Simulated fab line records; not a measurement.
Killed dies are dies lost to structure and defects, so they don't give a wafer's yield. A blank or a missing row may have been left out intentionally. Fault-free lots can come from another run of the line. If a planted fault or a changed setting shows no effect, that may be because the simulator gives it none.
Comparing a struck lot with a sound one | flow gf180mcu | 17 out of 602 route steps
Sound: wafers L813.1, L813.2, L813.3. Struck: wafers L822.1, L822.2, L822.3. At the end, the cause is stated.
Order at every step that has rows: each side's tool, ch and its chambers, its first start. Under that, the readings that differ: sound wafers | struck wafers | difference of the means | sigmas: that difference in standard deviations of wafers without a fault.
alike: words and numbers the same on both sides, and readings whose means are apart by under 2 such deviations; not compared: readings that were withheld, readings missing a value for some wafer, numbers with overlapping values and no deviation given by the record, and bounds like >300 which may hide the same value.
A row with sigmas, a row that says differs or no value, or rows on one side alone: a step with any of these is where the two part. When numbers do not overlap yet have no deviation, they are printed without sigmas and do not part them. A reading that every wafer of one side lacks parts them only if that side has two wafers or more.

GF_M3_SPUTTER_00: material Ti, target thk 37.5 nm, time 150 s.
  struck on pvd-sputter-01, day 27 07:13; sound on pvd-sputter-03, day 25 01:59
  alike: throttle-valve-pct
GF_M3_SPUTTER_01: material TiN, target thk 30 nm, time 25 s.
  struck on pvd-sputter-01, day 27 07:19; sound on pvd-sputter-03, day 25 02:05
  alike: throttle-valve-pct
GF_M3_SPUTTER_02: material AlCu, target thk 450 nm, time 23.9 s.
  struck on pvd-sputter-01, day 27 07:21; sound on pvd-sputter-03, day 25 02:07
  alike: throttle-valve-pct
GF_M3_SPUTTER_03: material Ti, target thk 10 nm, time 6.7 s.
  struck on pvd-sputter-01, day 27 07:23; sound on pvd-sputter-03, day 25 02:08
  alike: throttle-valve-pct
GF_M3_SPUTTER_04: material TiN, target thk 50 nm, time 41.7 s.
  struck on pvd-sputter-01, day 27 07:24; sound on pvd-sputter-03, day 25 02:10
  alike: throttle-valve-pct
GF_M3_RS_MEAS_05: measurement is done with a four-point probe.
  struck on film-metro-01, day 27 07:26; sound on film-metro-02, day 25 02:12
  alike: M3_ALCU_RS
GF_M3_THK_MEAS_06: measures by xrf.
  struck on film-metro-01, day 27 07:34; sound on film-metro-02, day 25 02:19
  alike: M3_ALCU_THK
then, 5 steps without rows for these wafers: GF_M3_DEHYDRATE_07 (time 60 s); GF_M3_HMDS_08 (prime time 60 s); GF_M3_COAT_09 (resist thk 1000 nm); GF_M3_SOFTBAKE_10 (time 60 s); GF_M3_EXPOSE_11 (exposes mask Metal3, target cd 280 nm).
GF_M3_PEB_12: peb time 90 s.
  sound on litho-track-04 ch 0, day 25 23:08; struck on litho-track-02 ch 0, day 28 03:04
  reading                  | sound                | struck               | difference | sigmas
  heater-power-total-W (W) | 85.66 85.61 85.79    | 88.40 88.38 88.19    | +2.64      | +30
  plate-temp-C (C)         | 135.01 135.04 134.86 | 138.18 138.13 138.09 | +3.16      | +23
then, 1 step without rows for these wafers: GF_M3_DEVELOP_13 (develop time 60 s).
GF_M3_CD_MEAS_14: target cd 280 nm.
  struck on cd-sem-01, day 28 03:25; sound on cd-sem-01, day 25 23:29
  reading    | sound             | struck            | difference | sigmas
  cd-nm (nm) | 280.4 279.4 279.7 | 272.1 272.0 273.5 | -7.3       | -7
GF_M3_OVL_MEAS_15:
  struck on overlay-02, day 28 03:32; sound on overlay-01, day 25 23:37
  alike: M3_OVL
after that, 1 step had no rows for these wafers: GF_PASSIVATION_PROBE_99.

## WHERE THEY PART
First at GF_M3_PEB_12; last, within this record, at GF_M3_CD_MEAS_14. Later steps at which nothing parts them and some readings are alike: GF_M3_OVL_MEAS_15.

WHY: what the simulator had put in
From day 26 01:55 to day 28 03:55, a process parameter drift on litho-track-02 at GF_M3_PEB_12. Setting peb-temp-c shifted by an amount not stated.
